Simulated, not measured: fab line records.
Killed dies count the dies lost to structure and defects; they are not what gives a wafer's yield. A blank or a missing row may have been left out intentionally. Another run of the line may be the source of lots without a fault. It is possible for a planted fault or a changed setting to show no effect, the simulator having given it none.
Chamber matching + flow sky130 + cmp-02 running SKY_FIELD_ISO_CMP_27: 4 sister chambers
The step polishes, stops on Si3N4, t overpolish 16 s, target thk 457.8 nm. 8 wafers are shown with their chamber, then 7 later ones without.

WAFERS PAIRED WITH THEIR CHAMBERS
| wafer  | chamber | motor-current-A (A) | time-to-endpoint-s (s) |
|--------|---------|---------------------|------------------------|
| L277.2 | 1       | 12.8                | 110                    |
| L278.3 | 1       | 12.8                | 115                    |
| L278.4 | 2       | 11.6                | 113                    |
| L280.4 | 3       | 11.3                | 115                    |
| L280.6 | 3       | 10.9                | 110                    |
| L282.3 | 0       | 11.1                | 110                    |
| L282.4 | 2       | 11.2                | 114                    |
| L282.6 | 0       | 10.8                | 109                    |

WAFERS WHOSE CHAMBER IS MISSING
| wafer  | motor-current-A (A) | time-to-endpoint-s (s) |
|--------|---------------------|------------------------|
| L285.2 | 11.7                | 113                    |
| L285.3 | 11.2                | 111                    |
| L285.4 | 10.7                | 109                    |
| L291.5 | 10.9                | 106                    |
| L297.1 | 10.3                | 109                    |
| L297.2 | 11.3                | 111                    |
| L297.3 | 11.9                | 108                    |

WHICH CHAMBER EACH ONE RAN IN
| wafer  | from the rows above               | in truth |
|--------|-----------------------------------|----------|
| L285.2 | can't be placed: 2 or 3           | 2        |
| L285.3 | can't be placed: 3 or 0 or 2      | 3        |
| L285.4 | can't be placed: 0 or 3           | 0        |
| L291.5 | can't be placed: 0 or 3           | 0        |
| L297.1 | can't be placed: 0 or 3           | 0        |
| L297.2 | can't be placed: 3 or 2 or 0      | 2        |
| L297.3 | can't be placed: 2 or 3 or 0 or 1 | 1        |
0 of 7 placed correctly. From these rows, 7 cannot be placed; in 7 the true chamber is one of the candidates. Number placed wrongly: 0.
How it was worked out, from the rows above alone: a wafer's distance from a chamber is the root of the sum, over the readings, of the square of ((its reading less the chamber's mean) divided by the reading's scatter). If the next closest chamber is less than 2 further off than the closest, the wafer can't be placed; otherwise it belongs to the closest. For every chamber, the mean is computed from those of its wafers that are shown. The scatter is the square root of a quotient: the sum, over the shown wafers, of each reading's squared deviation from its chamber's mean, divided by wafers minus chambers.
